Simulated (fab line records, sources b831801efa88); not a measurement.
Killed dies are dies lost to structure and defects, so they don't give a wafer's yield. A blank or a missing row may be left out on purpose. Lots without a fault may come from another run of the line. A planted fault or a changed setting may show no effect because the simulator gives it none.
Which tool did it? | flow sky130 | 12 lots, 36 wafers sampled, at 5 steps of a route of 708

WHAT THE GAUGES READ, wafer by wafer
The record holds no reading of a measuring or inspecting step that can be judged against a usual standard deviation.

WHICH TOOL RAN EACH LOT (tool, then ch and the chambers of the sampled wafers, then the start)
lot  | SKY_METAL4_SPUTTER_03        | SKY_METAL4_SPUTTER_04        | SKY_CAP2M_DEVELOP_11              | SKY_CAP2M_STRIP_14                   | SKY_PAD_OPEN_PROBE_99
L440 | pvd_sputter-03, day 39 12:10 | pvd_sputter-03, day 39 12:11 | litho_track-02 ch 0, day 40 13:19 | plasma_asher-01 ch 0,1, day 40 13:34 | -
L441 | pvd_sputter-02, day 40 02:29 | pvd_sputter-02, day 40 02:30 | litho_track-04 ch 0, day 41 02:34 | plasma_asher-03 ch 0,1, day 41 02:50 | prober-02, day 46 02:16
L443 | pvd_sputter-02, day 40 15:37 | pvd_sputter-02, day 40 15:38 | litho_track-02 ch 0, day 41 15:43 | plasma_asher-04 ch 0, day 41 15:58   | -
L447 | pvd_sputter-02, day 42 00:57 | pvd_sputter-02, day 42 00:58 | litho_track-02 ch 0, day 43 00:28 | plasma_asher-01 ch 0, day 43 00:43   | -
L448 | pvd_sputter-03, day 42 04:13 | pvd_sputter-03, day 42 04:14 | litho_track-04 ch 0, day 43 03:34 | plasma_asher-03 ch 0,1, day 43 03:49 | prober-01, day 47 19:30
L449 | pvd_sputter-01, day 43 03:15 | pvd_sputter-01, day 43 03:16 | litho_track-04 ch 0, day 44 01:43 | plasma_asher-04 ch 0,1, day 44 01:59 | prober-02, day 48 17:17
L450 | pvd_sputter-03, day 43 04:56 | pvd_sputter-03, day 43 04:57 | litho_track-04 ch 0, day 44 03:39 | plasma_asher-04 ch 0,1, day 44 03:53 | prober-01, day 48 19:20
L452 | pvd_sputter-02, day 43 18:24 | pvd_sputter-02, day 43 18:25 | litho_track-04 ch 0, day 44 15:40 | plasma_asher-04 ch 0,1, day 44 16:00 | prober-02, day 49 02:47
L451 | pvd_sputter-02, day 43 22:41 | pvd_sputter-02, day 43 22:42 | litho_track-03 ch 0, day 44 20:51 | plasma_asher-03 ch 0,1, day 44 21:07 | prober-01, day 49 07:18
L462 | pvd_sputter-01, day 46 04:01 | pvd_sputter-01, day 46 04:02 | litho_track-04 ch 0, day 47 00:13 | plasma_asher-03 ch 0,1, day 47 00:28 | -
L461 | pvd_sputter-02, day 46 04:26 | pvd_sputter-02, day 46 04:28 | litho_track-04 ch 0, day 47 00:31 | plasma_asher-04 ch 0,1, day 47 00:46 | prober-01, day 51 02:28
L463 | pvd_sputter-03, day 46 05:58 | pvd_sputter-03, day 46 05:59 | litho_track-03 ch 0, day 47 01:35 | plasma_asher-04 ch 0,1, day 47 01:49 | -
- SKY_METAL4_SPUTTER_03: material Ti, target thk 5 nm, time 3.3 s.
- SKY_METAL4_SPUTTER_04: material TiN, target thk 70 nm, time 58.3 s.
- SKY_CAP2M_DEVELOP_11: develop time 60 s.
- SKY_CAP2M_STRIP_14: strips in O2/N2.
- SKY_PAD_OPEN_PROBE_99

WHAT THE TOOLS THEMSELVES READ (means of the sampled wafers that have a number; where no wafer has one, the mark that the record gives instead)
SKY_METAL4_SPUTTER_03. Usual: chamber_pressure_pa 0.4000 Pa, standard deviation 0.00087; throttle_valve_pct 30.1 %, standard deviation 0.84.
lot  | tool           | chamber_pressure_pa (Pa) | throttle_valve_pct (%) | flag
L440 | pvd_sputter-03 | 0.4006                   | 29.4                   |
L441 | pvd_sputter-02 | 0.3997                   | 29.3                   |
L443 | pvd_sputter-02 | 0.4006                   | 30.9                   |
L447 | pvd_sputter-02 | 0.3997                   | 31.0                   |
L448 | pvd_sputter-03 | 0.3993                   | 29.6                   |
L449 | pvd_sputter-01 | 0.4002                   | 30.3                   |
L450 | pvd_sputter-03 | 0.3994                   | 29.2                   |
L452 | pvd_sputter-02 | 0.3989                   | 29.1                   |
L451 | pvd_sputter-02 | 0.4003                   | 30.1                   |
L462 | pvd_sputter-01 | 0.4003                   | 30.4                   |
L461 | pvd_sputter-02 | 0.3999                   | 31.1                   |
L463 | pvd_sputter-03 | 0.3994                   | 29.5                   |

SKY_METAL4_SPUTTER_04. Usual: chamber_pressure_pa 0.4001 Pa, standard deviation 0.0009; throttle_valve_pct 30.1 %, standard deviation 0.82.
lot  | tool           | chamber_pressure_pa (Pa) | throttle_valve_pct (%) | flag
L440 | pvd_sputter-03 | 0.3999                   | 29.4                   |
L441 | pvd_sputter-02 | 0.4002                   | 29.3                   |
L443 | pvd_sputter-02 | 0.4001                   | 30.8                   |
L447 | pvd_sputter-02 | 0.4003                   | 31.0                   |
L448 | pvd_sputter-03 | 0.4003                   | 29.6                   |
L449 | pvd_sputter-01 | 0.3991                   | 30.4                   |
L450 | pvd_sputter-03 | 0.3995                   | 29.3                   |
L452 | pvd_sputter-02 | 0.3999                   | 29.3                   |
L451 | pvd_sputter-02 | 0.4003                   | 30.1                   |
L462 | pvd_sputter-01 | 0.4001                   | 30.3                   |
L461 | pvd_sputter-02 | 0.4003                   | 31.0                   |
L463 | pvd_sputter-03 | 0.3998                   | 29.6                   |

SKY_CAP2M_DEVELOP_11. Usual: developer_temp_C 23.00 C, standard deviation 0.12.
lot  | tool           | developer_temp_C (C) | flag
L440 | litho_track-02 | 23.10                |
L441 | litho_track-04 | 23.14                |
L443 | litho_track-02 | 23.06                |
L447 | litho_track-02 | 22.91                |
L448 | litho_track-04 | 23.08                |
L449 | litho_track-04 | 22.92                |
L450 | litho_track-04 | 22.99                |
L452 | litho_track-04 | 22.88                |
L451 | litho_track-03 | 22.98                |
L462 | litho_track-04 | 25.26                | OFF
L461 | litho_track-04 | 25.31                | OFF
L463 | litho_track-03 | 23.12                |

SKY_CAP2M_STRIP_14. Usual: chamber_pressure_mTorr 1500.0 mTorr, standard deviation 1.2; drypump_motor_current_A 5.8 A, standard deviation 0.32; oes_product_au 0.711 a.u., standard deviation 0.0046; strip_time_to_endpoint_s 12.58 s, standard deviation 0.05.
lot  | tool            | chamber_pressure_mTorr (mTorr) | drypump_motor_current_A (A) | oes_product_au (a.u.) | strip_time_to_endpoint_s (s) | flag
L440 | plasma_asher-01 | 1499.9                         | 5.7                         | 0.711                 | 12.61                        |
L441 | plasma_asher-03 | 1500.0                         | 5.5                         | 0.716                 | 12.59                        |
L443 | plasma_asher-04 | 1500.2                         | 6.2                         | 0.711                 | 12.58                        |
L447 | plasma_asher-01 | 1498.8                         | 5.6                         | 0.710                 | 12.58                        |
L448 | plasma_asher-03 | 1499.5                         | 5.5                         | 0.711                 | 12.64                        |
L449 | plasma_asher-04 | 1499.6                         | 5.9                         | 0.708                 | 12.58                        |
L450 | plasma_asher-04 | 1499.8                         | 6.1                         | 0.713                 | 12.57                        |
L452 | plasma_asher-04 | 1500.4                         | 6.1                         | 0.711                 | 12.55                        |
L451 | plasma_asher-03 | 1501.1                         | 5.5                         | 0.713                 | 12.50                        |
L462 | plasma_asher-03 | 1501.3                         | 5.3                         | 0.709                 | 12.55                        |
L461 | plasma_asher-04 | 1499.6                         | 5.9                         | 0.710                 | 12.60                        |
L463 | plasma_asher-04 | 1500.4                         | 6.1                         | 0.708                 | 12.63                        |

SKY_PAD_OPEN_PROBE_99. Usual: defect_limited_yield 82.4 %, standard deviation 2; killed_at_M0_to_M3 43, standard deviation 7; killed_at_M4_up 3.3, standard deviation 1.8; killed_at_contacts 24, standard deviation 6.2; killed_at_front_end 16, standard deviation 4.7; killed_at_other 0.4, standard deviation 0.58; killed_dies 87, standard deviation 10; killed_open 47, standard deviation 6.4; killed_short 39, standard deviation 7; sort_bin_3_pad_short 0.9 %, standard deviation 0.35; sort_bin_5_function 10.3 %, standard deviation 1.5; sort_bin_6_memory 6.4 %, standard deviation 1.2; sort_n_pass 406, standard deviation 9.9; sort_yield_pct 82.5 %, standard deviation 2.
lot  | tool      | defect_limited_yield (%) | killed_at_M0_to_M3 | killed_at_M4_up | killed_at_contacts | killed_at_front_end | killed_at_other | killed_dies | killed_open | killed_short | sort_bin_3_pad_short (%) | sort_bin_5_function (%) | sort_bin_6_memory (%) | sort_n_pass | sort_yield_pct (%) | flag
L441 | prober-02 | 82.9                     | 42                 | 2.7             | 21                 | 18                  | 0.0             | 84          | 44          | 39           | 0.7                      | 9.7                     | 6.7                   | 408         | 82.9               |
L448 | prober-01 | 82.7                     | 37                 | 2.3             | 30                 | 15                  | 0.7             | 85          | 48          | 37           | 0.7                      | 9.5                     | 7.0                   | 407         | 82.7               |
L449 | prober-02 | 83.0                     | 39                 | 3.3             | 26                 | 15                  | 1.0             | 83          | 47          | 35           | 0.9                      | 10.1                    | 5.9                   | 409         | 83.0               |
L450 | prober-01 | 82.9                     | 46                 | 2.3             | 23                 | 13                  | 0.3             | 84          | 49          | 35           | 0.5                      | 9.7                     | 6.8                   | 408         | 82.9               |
L452 | prober-02 | 83.0                     | 40                 | 1.7             | 24                 | 17                  | 1.0             | 83          | 41          | 42           | 0.9                      | 10.9                    | 5.2                   | 409         | 83.0               |
L451 | prober-01 | 83.8                     | 45                 | 1.3             | 18                 | 15                  | 0.3             | 80          | 45          | 35           | 0.8                      | 9.7                     | 5.7                   | 412         | 83.8               |
L461 | prober-01 | 82.5                     | 45                 | 5.3             | 22                 | 13                  | 0.7             | 86          | 47          | 38           | 0.9                      | 10.9                    | 5.7                   | 406         | 82.5               |

THE ANSWER, worked out from the rows above alone
Rule: a lot is off if the mean of its wafers that have a number lies more than 3 standard deviations from the usual mean. A lot without any number at a reading at which 4 lots or more have one is off too. The other lots that the step has rows for count as sound. The gauges are gone through in route order, then the tools' own readings, and for those a lot's mean is taken as printed above. The first step at which some lot is off is used, and at that step the reading that is off furthest; a lot without a number counts as furthest.
Off: L462, L461, at SKY_CAP2M_DEVELOP_11 (developer_temp_C).
A tool fits if, at that step or a process step before it, it ran every lot that is off, and no sound lot after the first of them. One fits: litho_track-04 at SKY_CAP2M_DEVELOP_11. Its last sound lot is L452 (day 44 15:40), its first lot that is off L462 (day 47 00:13): a fault that began between those two fits.
The tool's own readings at SKY_CAP2M_DEVELOP_11 bear it out: on the lots that are off they differ by more than 5 times the standard deviation of the sound lots' means. developer_temp_C reads 25.29 C there against 23.02 C on the sound lots.

WHAT THE SIMULATOR HAD PUT IN
Process parameter drift: litho_track-04, from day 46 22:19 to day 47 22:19, at SKY_CAP2M_DEVELOP_11. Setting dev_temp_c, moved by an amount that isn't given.
Lots struck among those shown: L462, L461. The rule above found the same.
